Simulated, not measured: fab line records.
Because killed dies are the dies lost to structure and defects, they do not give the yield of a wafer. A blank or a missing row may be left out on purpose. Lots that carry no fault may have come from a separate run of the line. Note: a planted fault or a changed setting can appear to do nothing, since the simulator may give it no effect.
fab line records -- flow sky130
record lots=6, wafers=18, last_day=50
route steps=708 shown LDD_P@263 LDD_HVN@267 LDD_HVP@278 PAD_OPEN@708
lots untouched by any fault: they come from a run of this same line in which no faults occurred
start_h: hours from the record's first day to the start of the lot's first wafer shown -- wait_h: hours from the lot's prior step to this one -- " the same as in the row above -- L1.1+2: several wafers, shown together as one row -- - either no value or no given start -- * or withheld: withheld -- < > ~ a bound
route shown NAME@n: names a module that has steps shown in the file, with the first one's number in the route -- usual: mean and standard deviation over wafers with no fault -- same: alike in all rows -- chamber/n: place in a boat -- sites: per-site readings -- _std_site: the values' standard deviation -- _edge_site: outer sites' mean less inner sites' -- radius_mm: how far each site lies from the wafer's centre -- mask NAME#n: copy n -- behind: the tool/chamber that last shaped the wafer -- hold: why the lot was held/for how many hours/how that ended -- device: whichever transistor did not switch (one of n, p or np) -- end of line: at the end of the route, the tests of the same wafers -- a step with no rows: only its recipe -- killed: dies that structure and defects cost at the first sort, which is not the same as the wafer's yield -- map: the dies of a wafer, with x for killed, . for not killed, _ for no die there
set.NAME: the setting as run; set.NAME@STEP: as run at that earlier step -- model.NAME: the simulator's own value behind a step, which no gauge read
a table for each step, a row for each wafer; lots at some steps of the route
services: a tool's chamber out of use, with start hour (start_h, from the record's first day; less than 0 if before it), hours out, and reason
## steps
# step SKY_LDD_P_OVL_MEAS_08
# usual LDD_P_OVL=-1.0/1.3
lot.wafer,tool,chamber,start_h,wait_h,LDD_P_OVL[nm]
L172.1,overlay-02,-,429.33,0.1,-2.7
L172.3,overlay-02,-,429.33,0.1,-1.6
L172.4,overlay-02,-,429.33,0.1,-2.5
L178.1,overlay-01,-,507.83,0.1,-3.0
L178.3,overlay-01,-,507.83,0.1,-2.4
L178.4,overlay-01,-,507.83,0.1,-1.9
L180.3,overlay-02,-,515.15,0.1,-0.8
L180.5,overlay-02,-,515.15,0.1,-2.7
L180.6,overlay-02,-,515.15,0.1,-1.6
L182.2,overlay-02,-,527.58,0.1,-1.2
L182.3,overlay-02,-,527.58,0.1,0.5
L182.4,overlay-02,-,527.58,0.1,0.2
L194.2,overlay-01,-,629.30,0.1,-1.2
L194.5,overlay-01,-,629.30,0.1,-1.2
L194.6,overlay-01,-,629.30,0.1,-1.7
L195.2,overlay-02,-,632.33,0.1,-0.8
L195.4,overlay-02,-,632.33,0.1,-3.3
L195.6,overlay-02,-,632.33,0.1,-1.8
# step SKY_LDD_P_IMPLANT_09
# recipe species=BF2, energy_kev=25, dose_cm2=1e+13, tilt_deg=withheld
# step SKY_LDD_P_STRIP_10
# recipe chemistry=O2/N2, power_w=1400, pressure_mtorr=1500, platen_temp_c=withheld, o2_flow_sccm=3000, n2_flow_sccm=300, overash_fraction=0.5
# usual drypump_motor_current_A=5.7/0.42, oes_product_au=0.715/0.0042, strip_time_to_endpoint_s=14.20/0.042
lot.wafer,tool,chamber,start_h,wait_h,drypump_motor_current_A,oes_product_au,rf_hours_counter_h,strip_time_to_endpoint_s
L172.1,plasma_asher-03,0,429.51,0.1,6.5,0.718,74,14.23
L172.3,plasma_asher-03,1,429.51,0.1,5.4,0.715,-,14.20
L172.4,plasma_asher-03,0,429.51,0.1,6.4,0.711,-,14.16
L178.1,plasma_asher-03,0,508.01,0.1,6.4,0.719,82,14.20
L178.3,plasma_asher-03,1,508.01,0.1,5.4,0.717,-,14.22
L178.4,plasma_asher-03,0,508.01,0.1,6.4,0.721,-,14.21
L180.3,plasma_asher-03,0,515.36,0.1,6.4,0.721,-,14.24
L180.5,plasma_asher-03,1,515.36,0.1,5.4,0.716,-,14.22
L180.6,plasma_asher-03,0,515.36,0.1,6.4,0.716,-,14.23
L182.2,plasma_asher-03,1,527.76,0.1,5.4,0.717,84,14.22
L182.3,plasma_asher-03,0,527.76,0.1,6.4,0.718,-,14.25
L182.4,plasma_asher-03,1,527.76,0.1,5.4,0.717,-,14.24
L194.2,plasma_asher-02,0,629.48,0.1,4.9,0.716,81,14.16
L194.5,plasma_asher-02,0,629.48,0.1,4.9,0.717,-,14.12
L194.6,plasma_asher-02,1,629.48,0.1,5.6,0.718,-,14.15
L195.2,plasma_asher-04,1,632.51,0.1,5.8,0.715,50,14.22
L195.4,plasma_asher-04,0,632.51,0.1,5.6,0.721,-,14.17
L195.6,plasma_asher-04,1,632.51,0.1,5.8,0.706,-,14.15
# step SKY_LDD_P_TW_MEAS_11
# usual LDD_P_TW=642/3.4
lot.wafer,tool,chamber,start_h,wait_h,LDD_P_TW
L172.1,film_metro-02,-,429.61,0.1,639
L172.3,film_metro-02,-,429.61,0.1,643
L172.4,film_metro-02,-,429.61,0.1,642
L178.1,film_metro-03,-,508.11,0.1,643
L178.3,film_metro-03,-,508.11,0.1,641
L178.4,film_metro-03,-,508.11,0.1,646
L180.3,film_metro-02,-,515.45,0.1,641
L180.5,film_metro-02,-,515.45,0.1,635
L180.6,film_metro-02,-,515.45,0.1,642
L182.2,film_metro-02,-,527.87,0.1,641
L182.3,film_metro-02,-,527.87,0.1,640
L182.4,film_metro-02,-,527.87,0.1,641
L194.2,film_metro-02,-,629.59,0.1,641
L194.5,film_metro-02,-,629.59,0.1,643
L194.6,film_metro-02,-,629.59,0.1,640
L195.2,film_metro-04,-,632.62,0.1,641
L195.4,film_metro-04,-,632.62,0.1,637
L195.6,film_metro-04,-,632.62,0.1,640
# step SKY_LDD_HVN_DEHYDRATE_00
# recipe temp_c=200, time_s=60
# step SKY_LDD_HVN_HMDS_01
# recipe prime_time_s=60, prime_temp_c=120
# step SKY_LDD_HVN_COAT_02
# recipe resist=NOVOLAK, spin_rpm=3000, resist_thk_nm=300
# step SKY_LDD_HVN_SOFTBAKE_03
# recipe temp_c=90, time_s=60, resist=NOVOLAK
# step SKY_LDD_HVN_EXPOSE_04
# recipe mask_id=HVNTM, na=0.6, source_shape=conventional, sigma_outer=0.6, polarization=unpolarized, target_cd_nm=700, dose_mj=127
# step SKY_LDD_HVN_PEB_05
# recipe temp_c=withheld, time_s=*, resist=NOVOLAK
# step SKY_LDD_HVN_DEVELOP_06
# recipe resist=NOVOLAK, developer=TMAH, develop_time_s=60, dev_temp_c=23
# step SKY_LDD_HVN_OVL_MEAS_07
# usual LDD_HVN_OVL=-0.2/1.3
lot.wafer,tool,chamber,start_h,wait_h,LDD_HVN_OVL[nm]
L172.1,overlay-02,-,460.67,0.1,2.0
L172.3,overlay-02,-,460.67,0.1,2.1
L172.4,overlay-02,-,460.67,0.1,2.0
L178.1,overlay-01,-,538.55,0.1,-1.1
L178.3,overlay-01,-,538.55,0.1,0.5
L178.4,overlay-01,-,538.55,0.1,-2.1
L180.3,overlay-02,-,545.11,0.1,-0.7
L180.5,overlay-02,-,545.11,0.1,-2.1
L180.6,overlay-02,-,545.11,0.1,-0.7
L182.2,overlay-02,-,558.01,0.1,-0.6
L182.3,overlay-02,-,558.01,0.1,0.2
L182.4,overlay-02,-,558.01,0.1,-1.9
L194.2,overlay-01,-,656.28,0.1,-0.7
L194.5,overlay-01,-,656.28,0.1,1.1
L194.6,overlay-01,-,656.28,0.1,0.8
L195.2,overlay-01,-,660.26,0.1,-1.1
L195.4,overlay-01,-,660.26,0.1,0.6
L195.6,overlay-01,-,660.26,0.1,-2.0
# step SKY_LDD_HVN_IMPLANT_08
# recipe species=P, energy_kev=60, dose_cm2=3e+13, tilt_deg=40
# usual beam_on_s=10.00/0.2, dose_ions_cm2=3e+13/3e+10, end_station_pressure_torr=5.14e-06/2.7e-07, faraday_current_uA=169/3.2
lot.wafer,tool,chamber,start_h,wait_h,beam_on_s,dose_ions_cm2,end_station_pressure_torr,faraday_current_uA
L172.1,implanter-03,0,460.71,0.0,10.06,2.999e+13,4.99e-06,167
L172.3,implanter-03,0,460.71,0.0,10.03,2.995e+13,5.14e-06,170
L172.4,implanter-03,0,460.71,0.0,9.93,2.998e+13,4.94e-06,169
L178.1,implanter-04,0,538.59,0.0,9.90,2.0981e+14,5.69e-06,1196
L178.3,implanter-04,0,538.59,0.0,10.05,2.0982e+14,5.91e-06,1176
L178.4,implanter-04,0,538.59,0.0,10.04,2.0982e+14,5.95e-06,1186
L180.3,implanter-04,0,545.19,0.1,9.98,2.0986e+14,6.05e-06,1184
L180.5,implanter-04,0,545.19,0.1,10.15,2.0984e+14,6.12e-06,1165
L180.6,implanter-04,0,545.19,0.1,9.82,2.0986e+14,6.06e-06,1199
L182.2,implanter-02,0,558.07,0.0,10.24,2.997e+13,5.45e-06,166
L182.3,implanter-02,0,558.07,0.0,10.11,2.999e+13,4.98e-06,168
L182.4,implanter-02,0,558.07,0.0,10.19,3e+13,5.1e-06,166
L194.2,implanter-02,0,656.33,0.0,9.75,3e+13,4.67e-06,173
L194.5,implanter-02,0,656.33,0.0,10.07,2.996e+13,5.63e-06,167
L194.6,implanter-02,0,656.33,0.0,9.64,2.998e+13,5.29e-06,175
L195.2,implanter-04,0,660.31,0.0,10.07,2.999e+13,5.42e-06,168
L195.4,implanter-04,0,660.31,0.0,9.98,2.997e+13,5.34e-06,169
L195.6,implanter-04,0,660.31,0.0,10.14,3.001e+13,5.56e-06,167
# step SKY_LDD_HVN_STRIP_09
# recipe chemistry=O2/N2, power_w=1400, pressure_mtorr=1500, platen_temp_c=withheld, o2_flow_sccm=3000, n2_flow_sccm=300, overash_fraction=0.5
# usual drypump_motor_current_A=5.46/0.3, oes_product_au=0.408/0.0047, strip_time_to_endpoint_s=4.133/0.015
lot.wafer,tool,chamber,start_h,wait_h,drypump_motor_current_A,oes_product_au,rf_hours_counter_h,strip_time_to_endpoint_s
L172.1,plasma_asher-04,0,460.86,0.1,5.65,0.416,34,4.138
L172.3,plasma_asher-04,1,460.86,0.1,5.86,0.407,-,4.162
L172.4,plasma_asher-04,0,460.86,0.1,5.66,0.406,-,4.162
L178.1,plasma_asher-01,1,538.74,0.1,5.48,0.412,11,4.163
L178.3,plasma_asher-01,1,538.74,0.1,5.45,0.408,-,4.171
L178.4,plasma_asher-01,0,538.74,0.1,5.19,0.410,-,4.164
L180.3,plasma_asher-01,1,545.32,0.1,5.46,0.416,-,4.143
L180.5,plasma_asher-01,1,545.32,0.1,5.43,0.416,-,4.157
L180.6,plasma_asher-01,0,545.32,0.1,5.21,0.411,-,4.158
L182.2,plasma_asher-02,1,558.19,0.1,5.62,0.412,74,4.144
L182.3,plasma_asher-02,1,558.19,0.1,5.62,0.410,-,4.130
L182.4,plasma_asher-02,0,558.19,0.1,4.93,0.406,-,4.140
L194.2,plasma_asher-01,0,656.46,0.1,5.18,0.409,23,4.129
L194.5,plasma_asher-01,0,656.46,0.1,5.19,0.406,-,4.156
L194.6,plasma_asher-01,1,656.46,0.1,5.46,0.411,-,4.136
L195.2,plasma_asher-04,0,660.44,0.1,5.64,0.405,53,4.133
L195.4,plasma_asher-04,0,660.44,0.1,5.64,0.403,-,4.130
L195.6,plasma_asher-04,0,660.44,0.1,5.65,0.401,-,4.117
# step SKY_LDD_HVN_TW_MEAS_10
# usual LDD_HVN_TW=1452/11
lot.wafer,tool,chamber,start_h,wait_h,LDD_HVN_TW
L172.1,film_metro-01,-,460.96,0.1,1431
L172.3,film_metro-01,-,460.96,0.1,1428
L172.4,film_metro-01,-,460.96,0.1,1434
L178.1,film_metro-03,-,538.84,0.1,2681
L178.3,film_metro-03,-,538.84,0.1,2683
L178.4,film_metro-03,-,538.84,0.1,2678
L180.3,film_metro-02,-,545.41,0.1,2647
L180.5,film_metro-02,-,545.41,0.1,2654
L180.6,film_metro-02,-,545.41,0.1,2651
L182.2,film_metro-03,-,558.30,0.1,1464
L182.3,film_metro-03,-,558.30,0.1,1461
L182.4,film_metro-03,-,558.30,0.1,1461
L194.2,film_metro-02,-,656.57,0.1,1452
L194.5,film_metro-02,-,656.57,0.1,1447
L194.6,film_metro-02,-,656.57,0.1,1451
L195.2,film_metro-01,-,660.55,0.1,1433
L195.4,film_metro-01,-,660.55,0.1,1447
L195.6,film_metro-01,-,660.55,0.1,1447
# step SKY_LDD_HVP_DEHYDRATE_00
# recipe temp_c=200, time_s=60
# step SKY_PAD_OPEN_PROBE_99
# usual killed_at_M0_to_M3=42/7.1, killed_at_M4_up=3.3/1.9, killed_at_contacts=24/5, killed_at_front_end=15/4.7, killed_at_other=0.3/0.61, killed_dies=86/9.6, killed_open=47/7.5, killed_short=38/6.6
# same gross_dies=492, killed_at_back_side=0
lot.wafer,tool,chamber,start_h,wait_h,killed_at_M0_to_M3,killed_at_M4_up,killed_at_contacts,killed_at_front_end,killed_at_other,killed_dies,killed_open,killed_short,model.etest.tip_n_5v.rs_ohm_sq,model.etest.nfet_g5v0d10v5.r_on_ohm_um,model.etest.nfet_g5v0d10v5.drive_ua_um,model.etest.nfet_05v0_nvt.drive_ua_um,model.etest.tip_n_5v.rs_ohm_sq_range,model.etest.res_ndiff_hv.rs_ohm_sq,model.etest.nfet_16v.drive_ua_um,model.etest.ring_5v.delay_ps
L172.1,prober-02,-,1071.49,0.1,42,5,26,26,0,99,52,45,1369,1926,597,567.4,47.1,114.9,219.1,45.2
L172.3,prober-02,-,1071.59,0.2,40,3,21,15,0,79,42,37,1372,1912,598.8,569.5,35.94,114.4,217.7,44.93
L172.4,prober-02,-,1071.64,0.2,37,3,20,18,1,79,41,38,1380,1899,607.4,579.4,41.93,114.8,222.1,44.99
L178.1,prober-01,-,1124.85,0.1,40,7,24,18,1,90,46,44,326,1434,744.2,636.6,6.066,99.1,233.4,41.38
L178.3,prober-01,-,1124.95,0.2,37,9,22,18,0,86,44,42,324.5,1409,761.1,648.6,10.22,99.2,237.1,40.58
L178.4,prober-01,-,1125.00,0.2,40,3,25,12,0,80,36,44,324.8,1424,744.2,634.4,4.987,99.42,232.7,41.07
L180.3,prober-02,-,1127.56,0.2,47,6,23,19,0,95,50,45,326.8,1443,736.1,631.6,8.725,99.19,231.7,42.01
L180.5,prober-02,-,1127.66,0.2,42,4,32,13,0,91,50,41,326.1,1445,741.1,629.9,7.175,99.43,231.7,41.65
L180.6,prober-02,-,1127.71,0.2,55,5,20,14,0,94,48,46,324.4,1420,736.6,636.2,7.341,98.77,237.6,41.94
L182.2,prober-02,-,1141.08,0.1,38,1,28,17,1,85,50,34,1367,1906,597.1,570.7,26.85,114.3,218.3,44.92
L182.3,prober-02,-,1141.13,0.2,44,3,30,14,0,91,53,38,1377,1878,596.6,577.7,36.48,113.6,220.4,44.42
L182.4,prober-02,-,1141.18,0.2,35,4,36,10,0,85,46,39,1375,1859,602.6,580,25.89,113.5,224.1,44.68
L194.2,prober-02,-,1198.18,0.1,39,3,27,21,3,93,51,39,1388,1903,599.2,569.2,21.36,115.3,218.5,44.1
L194.5,prober-02,-,1198.33,0.2,43,5,17,20,1,86,33,52,1395,1916,597.8,568.1,34.01,114.3,217.1,44.36
L194.6,prober-02,-,1198.38,0.2,40,7,21,26,2,96,49,45,1391,1914,598.9,563.8,31.24,114.5,218.6,44.57
L195.2,prober-01,-,1200.80,0.1,47,2,17,23,1,90,53,36,1414,1860,600.7,568.7,38.15,112.6,221.6,44.66
L195.4,prober-01,-,1200.90,0.2,51,3,20,13,0,87,43,44,1408,1904,604,569,22.07,113,218.7,44.98
L195.6,prober-01,-,1201.00,0.2,44,0,27,18,0,89,57,32,1399,1841,615.5,581.5,35.82,112.6,225.9,44.29
# killed by level:class
L172.1 VIA1:geometric_particle:open=13 CONTACT:geometric_particle:open=11 FIELD_ISO:geometric_particle:short=8 METAL1:geometric_particle:short=8 LI_CONTACT:geometric_particle:open=7 FIELD_ISO:geometric_particle:open=6 METAL4:geometric_particle:short=5 METAL2:geometric_particle:short=5
L172.3 VIA1:geometric_particle:short=10 CONTACT:geometric_particle:open=9 LI_CONTACT:geometric_particle:open=7 VIA1:geometric_particle:open=7 METAL1:geometric_particle:short=5 FIELD_ISO:geometric_particle:open=4 FIELD_ISO:geometric_particle:short=4 VIA3:geometric_particle:open=4
L172.4 VIA1:geometric_particle:open=8 FIELD_ISO:geometric_particle:short=7 CONTACT:geometric_particle:open=7 VIA3:geometric_particle:open=7 VIA1:geometric_particle:short=6 METAL2:geometric_particle:short=6 FIELD_ISO:geometric_particle:open=5 LI_CONTACT:geometric_particle:open=4
L178.1 CONTACT:geometric_particle:open=10 VIA1:geometric_particle:open=7 VIA1:geometric_particle:short=7 FIELD_ISO:geometric_particle:open=6 METAL2:geometric_particle:short=5 METAL4:geometric_particle:short=5 POLY_GATE:geometric_particle:short=4 LI_CONTACT:geometric_particle:open=4
L178.3 CONTACT:geometric_particle:open=10 VIA3:geometric_particle:open=7 METAL4:geometric_particle:short=7 METAL2:geometric_particle:short=6 POLY_GATE:geometric_particle:short=5 LI_CONTACT:geometric_particle:open=5 VIA1:geometric_particle:open=5 VIA2:geometric_particle:short=4
L178.4 CONTACT:geometric_particle:open=9 CONTACT:geometric_particle:short=9 VIA3:geometric_particle:open=8 METAL1:geometric_particle:short=7 VIA1:geometric_particle:open=6 LI_CONTACT:geometric_particle:open=5 VIA2:geometric_particle:open=4 SPACER:geometric_particle:short=4
L180.3 VIA1:geometric_particle:open=9 CONTACT:geometric_particle:open=8 FIELD_ISO:geometric_particle:open=7 METAL1:geometric_particle:short=7 VIA2:geometric_particle:short=6 VIA3:geometric_particle:open=5 CONTACT:geometric_particle:short=5 VIA1:geometric_particle:short=5
L180.5 CONTACT:geometric_particle:open=11 VIA1:geometric_particle:open=11 LI_CONTACT:geometric_particle:open=9 METAL1:geometric_particle:short=6 VIA3:geometric_particle:open=5 LI_CONTACT:geometric_particle:short=5 FIELD_ISO:geometric_particle:short=4 POLY_GATE:geometric_particle:short=4
L180.6 VIA1:geometric_particle:open=14 METAL1:geometric_particle:short=12 CONTACT:geometric_particle:open=9 POLY_GATE:geometric_particle:open=6 LOCAL_INTERCONNECT:geometric_particle:short=6 VIA3:geometric_particle:open=6 VIA1:geometric_particle:short=5 POLY_GATE:geometric_particle:short=4
L182.2 CONTACT:geometric_particle:open=11 VIA1:geometric_particle:open=7 LI_CONTACT:geometric_particle:open=5 CONTACT:geometric_particle:short=5 FIELD_ISO:geometric_particle:open=4 LOCAL_INTERCONNECT:geometric_particle:short=4 VIA1:geometric_particle:short=4 METAL1:geometric_particle:short=4
L182.3 CONTACT:geometric_particle:open=12 VIA1:geometric_particle:open=12 LI_CONTACT:geometric_particle:open=8 METAL1:geometric_particle:short=8 FIELD_ISO:geometric_particle:open=7 VIA2:geometric_particle:open=6 CONTACT:geometric_particle:short=5 VIA1:geometric_particle:short=5
L182.4 CONTACT:geometric_particle:open=14 LI_CONTACT:geometric_particle:open=8 CONTACT:geometric_particle:short=7 VIA1:geometric_particle:open=7 METAL2:geometric_particle:short=6 VIA2:geometric_particle:open=6 LI_CONTACT:geometric_particle:short=5 METAL1:geometric_particle:short=4
L194.2 CONTACT:geometric_particle:open=10 LI_CONTACT:geometric_particle:open=7 VIA2:geometric_particle:open=7 VIA3:geometric_particle:open=7 POLY_GATE:geometric_particle:short=6 METAL2:geometric_particle:short=6 FIELD_ISO:geometric_particle:open=5 POLY_GATE:geometric_particle:open=5
L194.5 VIA1:geometric_particle:short=8 FIELD_ISO:geometric_particle:short=7 METAL1:geometric_particle:short=7 VIA2:geometric_particle:open=7 POLY_GATE:geometric_particle:short=6 POLY_GATE:geometric_particle:open=6 CONTACT:geometric_particle:short=5 VIA3:geometric_particle:open=5
L194.6 LI_CONTACT:geometric_particle:open=9 POLY_GATE:geometric_particle:short=8 POLY_GATE:geometric_particle:open=8 VIA2:geometric_particle:open=8 VIA1:geometric_particle:open=7 FIELD_ISO:geometric_particle:short=5 METAL1:geometric_particle:short=5 METAL2:geometric_particle:short=5
L195.2 VIA1:geometric_particle:open=18 CONTACT:geometric_particle:open=9 VIA3:geometric_particle:open=8 POLY_GATE:geometric_particle:short=7 FIELD_ISO:geometric_particle:short=6 FIELD_ISO:geometric_particle:open=5 POLY_GATE:geometric_particle:open=4 CONTACT:geometric_particle:short=4
L195.4 METAL1:geometric_particle:short=10 CONTACT:geometric_particle:open=8 VIA1:geometric_particle:open=8 METAL2:geometric_particle:short=6 VIA3:geometric_particle:open=6 POLY_GATE:geometric_particle:open=5 LI_CONTACT:geometric_particle:open=5 VIA1:geometric_particle:short=5
L195.6 VIA1:geometric_particle:open=12 CONTACT:geometric_particle:open=11 VIA3:geometric_particle:open=8 LI_CONTACT:geometric_particle:open=7 POLY_GATE:geometric_particle:open=6 VIA2:geometric_particle:open=5 CONTACT:geometric_particle:short=5 METAL2:geometric_particle:short=5
## services
tool,chamber,start_h,hours,kind
implanter-02,-,408.44,1.4,repair
implanter-04,-,415.19,12.2,pm
plasma_asher-01,-,421.25,9.0,pm
implanter-04,-,427.80,2.4,repair
plasma_asher-02,-,428.36,10.3,repair
implanter-03,-,430.63,1.1,repair
implanter-04,-,444.88,1.0,repair
implanter-03,-,463.14,6.4,pm
implanter-03,-,488.95,31.2,pm
implanter-02,-,525.40,15.2,pm
plasma_asher-03,-,551.00,0.6,repair
plasma_asher-03,-,551.45,0.4,repair
plasma_asher-04,-,551.89,15.6,pm
plasma_asher-03,-,572.03,2.1,repair
plasma_asher-02,-,584.81,2.1,repair
plasma_asher-04,-,591.40,2.3,repair
plasma_asher-02,-,604.34,2.8,pm
implanter-04,-,628.81,15.2,pm
implanter-02,-,633.63,0.7,repair
implanter-02,-,639.73,3.6,repair
plasma_asher-02,-,641.60,1.3,repair
implanter-02,-,643.03,6.1,repair
implanter-04,-,644.05,3.3,pm
implanter-04,-,647.73,4.0,pm
## key
first_sign step=SKY_LDD_HVN_IMPLANT_08, reading=dose_ions_cm2, direction=up, sigmas=99+, usual=*, struck=*
effect step=SKY_LDD_HVN_IMPLANT_08, reading=faraday_current_uA, direction=up, sigmas=99+, usual=169, struck=1184
effect step=SKY_LDD_HVN_TW_MEAS_10, reading=LDD_HVN_TW, direction=up, sigmas=99+, usual=1452, struck=2666
model_effect step=SKY_PAD_OPEN_PROBE_99, value=etest.tip_n_5v.rs_ohm_sq, without=1387, struck=325.4
met_at SKY_LDD_HVN_IMPLANT_08
struck_wafers L178.1,L178.3,L178.4,L180.3,L180.5,L180.6
tester_left_out L178,L180
fault kind=process_parameter_drift, tool=implanter-04, chamber=-, onset_h=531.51, steps=SKY_LDD_HVN_IMPLANT_08, channel=dose_cm2, offset=*, shape=step, end_h=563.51, acts_in=*, stated=*
# tester_left_out: of these lots the tester's yield and bins aren't shown, on N5 and GAA mostly nor the transistor test; their killed dies are dies lost to structure and defects alone, not to doping, threshold or leakage, so they don't give the yield
